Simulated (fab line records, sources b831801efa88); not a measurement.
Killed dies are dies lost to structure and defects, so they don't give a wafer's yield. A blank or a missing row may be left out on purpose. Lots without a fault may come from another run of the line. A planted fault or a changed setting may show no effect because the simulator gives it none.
A struck lot beside a sound one | flow sky130 | 43 steps out of a route of 708
Sound: wafers L941.3, L941.4, L941.6. Struck: wafers L937.1, L937.4. (L937.2 of the same lot was not struck and is left out.) The cause comes at the end.
At each step with rows: each side's tool, then ch and its chambers, then its first start. Under that, the readings that differ: sound wafers | struck wafers | difference of the means | sigmas: that difference in standard deviations of wafers without a fault.
alike: readings whose means differ by less than 2 such deviations, and words and numbers that are the same on both sides. not compared: withheld readings, readings that some wafer has no value for, bounds like >300 that may hide the same value, and numbers for which the record gives no deviation and whose values overlap.
The two part at a step that has a row with sigmas, a row that says differs or no value, or rows on one side only. Numbers that don't overlap but have no deviation are shown without sigmas and don't part them. A reading that every wafer of one side lacks parts them only if that side has two wafers or more.

first, 9 steps without rows for these wafers: SKY_CAPM_CLEAN_17 (cleans in O3/DIW); SKY_METAL3_DEHYDRATE_05 (time 60 s); SKY_METAL3_HMDS_06 (prime time 60 s); SKY_METAL3_COAT_07 (resist thk 60 nm); SKY_METAL3_COAT_08 (resist thk 1140 nm); SKY_METAL3_SOFTBAKE_09 (time 90 s); SKY_METAL3_EXPOSE_10 (exposes mask MM3, target cd 300 nm); SKY_METAL3_PEB_11; SKY_METAL3_DEVELOP_12 (develop time 60 s).
SKY_METAL3_CD_MEAS_13: target cd 300 nm.
  sound on cd_sem-01, day 43 11:49; struck on cd_sem-01, day 42 07:49
  alike: cd_nm
SKY_METAL3_OVL_MEAS_14:
  sound on overlay-01, day 43 11:54; struck on overlay-02, day 42 07:56
  alike: METAL3_OVL
SKY_METAL3_DESCUM_15: chemistry O2, time 8 s.
  sound on rie_metal-01 ch 0,1, day 43 11:56; struck on rie_metal-02 ch 0, day 42 07:59
  alike: drypump_motor_current_A, oes_product_au
  not compared: rf_hours_counter_h
SKY_METAL3_ETCH_16: etches BARC in N2/H2, stops on SiO2, time 88.2 s, target depth 60 nm.
  sound on rie_metal-01 ch 0,1, day 43 11:59; struck on rie_metal-02 ch 0, day 42 08:01
  alike: drypump_motor_current_A, oes_product_au, throttle_valve_pct
  not compared: rf_hours_counter_h
then, 2 steps without rows for these wafers: SKY_METAL3_ETCH_17 (etches SiO2 in C4F8/O2/Ar, stops on TiN, time 3.9 s, target depth 15 nm); SKY_METAL3_METAL_ETCH_18 (etches the open film in Cl2/BCl3, stops on SiO2, target depth 845 nm, time 183.1 s).
SKY_METAL3_STRIP_19: strips in O2/N2.
  sound on plasma_asher-03 ch 0,1, day 43 12:17; struck on plasma_asher-04 ch 0,1, day 42 08:18
  alike: drypump_motor_current_A, oes_product_au, strip_time_to_endpoint_s
  not compared: rf_hours_counter_h
then, 4 steps without rows for these wafers: SKY_METAL3_STRIP_20 (strips in post etch residue remover, time 1200 s); SKY_METAL3_CLEAN_21 (cleans in IPA, time 180 s); SKY_METAL3_CLEAN_22 (cleans in O3/DIW); SKY_VIA3_HDPCVD_00 (deposits SiO2, target thk 1635 nm, time 272.5 s).
SKY_VIA3_THK_MEAS_01:
  sound on film_metro-01, day 43 13:02; struck on film_metro-03, day 42 09:04
  alike: VIA3_HDPCVD_THK
then, 1 step without rows for these wafers: SKY_VIA3_CMP_02 (polishes SiO2).
SKY_VIA3_BOW_MEAS_03:
  sound on film_metro-01, day 43 13:26; struck on film_metro-03, day 42 09:25
  alike: VIA3_BOW
then, 8 steps without rows for these wafers: SKY_VIA3_DEHYDRATE_04 (time 60 s); SKY_VIA3_HMDS_05 (prime time 60 s); SKY_VIA3_COAT_06 (resist thk 60 nm); SKY_VIA3_COAT_07 (resist thk 450 nm); SKY_VIA3_SOFTBAKE_08 (time 90 s); SKY_VIA3_EXPOSE_09 (exposes mask VIM3, target cd 200 nm); SKY_VIA3_PEB_10; SKY_VIA3_DEVELOP_11 (develop time 60 s).
SKY_VIA3_CD_MEAS_12: target cd 200 nm.
  sound on cd_sem-01, day 44 11:22; struck on cd_sem-01, day 43 08:54
  alike: cd_nm
SKY_VIA3_OVL_MEAS_13:
  sound on overlay-02, day 44 11:27; struck on overlay-01, day 43 09:01
  alike: VIA3_OVL
then, 1 step without rows for these wafers: SKY_VIA3_ETCH_14 (etches BARC in N2/H2, stops on SiO2, time 45.9 s, target depth 60 nm).
SKY_VIA3_ETCH_15: etches SiO2 in C4F8/O2/Ar, stops on TiN, target depth 507 nm, time 78 s.
  sound on rie_diel-02 ch 0,2,3, day 44 11:31; struck on rie_diel-04 ch 0,2, day 43 09:06
  alike: oes_product_au
  not compared: rf_hours_counter_h
then, 4 steps without rows for these wafers: SKY_VIA3_STRIP_16 (strips in O2/N2); SKY_VIA3_STRIP_17 (strips in post etch residue remover, time 1200 s); SKY_VIA3_CLEAN_18 (cleans in IPA, time 180 s); SKY_VIA3_CLEAN_19 (cleans in O3/DIW).
SKY_VIA3_SPUTTER_20: material TiN, target thk 20 nm, time 80 s.
  sound on pvd_sputter-02, day 44 12:14; struck on pvd_sputter-03, day 43 09:58
  alike: throttle_valve_pct
SKY_VIA3_CVD_21: deposits W, target thk 390 nm, time 117.31 s.
  sound on cvd_w-02 ch 0,1, day 44 12:20; struck on cvd_w-01 ch 1, day 43 10:01
  reading            | sound       | struck  | difference | sigmas
  heater_power_w (W) | 822 762 829 | 936 921 | +124       | +2
  alike: chamber_pressure_Torr
SKY_VIA3_RS_MEAS_22: measures by four-point-probe.
  sound on film_metro-01, day 44 12:28; struck on film_metro-03, day 43 10:09
  alike: VIA3_W_RS
-- the record jumps here: 6 days lie between the struck wafers' starts before and after (it left off in module VIA3 and takes up again in module PAD_OPEN, whose first step shown is number 708 of the route) --
SKY_PAD_OPEN_PROBE_99:
  sound on prober-02, day 49 20:11; struck on prober-02, day 49 00:40
  reading                               | sound                | struck      | difference | sigmas
  defect_limited_yield (%)              | 84.3 81.3 83.5       | 70.9 75.4   | -9.9       | -5
  killed_at_M0_to_M3                    | 36 43 43             | 109 91      | +59        | +10
  killed_dies                           | 77 92 81             | 143 121     | +49        | +5
  sort_bin_3_pad_short (%)              | 0.2 0.4 0.6          | 3.9 4.5     | +3.8       | +9
  sort_bin_5_function (%)               | 8.5 11.4 10.6        | 17.3 13.6   | +5.3       | +4
  sort_n_pass                           | 415 400 411          | 349 371     | -49        | -5
  sort_yield_pct (%)                    | 84.3 81.3 83.5       | 70.9 75.4   | -9.9       | -5
  model.etest.tester.sort_n_pass        | 415 400 411          | 349 371     | -49        |
  model.etest.tester.sort_yield_pct (%) | 84.35 81.3 83.54     | 70.94 75.41 | -9.89      |
  model.etest.tester.sort_bin_5_pct (%) | 8.537 11.38 10.57    | 17.28 13.62 | +5.29      |
  model.etest.tester.sort_bin_3_pct (%) | 0.2033 0.4065 0.6098 | 3.862 4.472 | +3.760     |
  alike: killed_at_M4_up, killed_at_contacts, killed_at_front_end, killed_at_other, killed_open, killed_short, sort_bin_6_memory

WHERE THEY PART
First at SKY_VIA3_CVD_21; last, within this record, at SKY_PAD_OPEN_PROBE_99.

WHY: what the simulator had put in
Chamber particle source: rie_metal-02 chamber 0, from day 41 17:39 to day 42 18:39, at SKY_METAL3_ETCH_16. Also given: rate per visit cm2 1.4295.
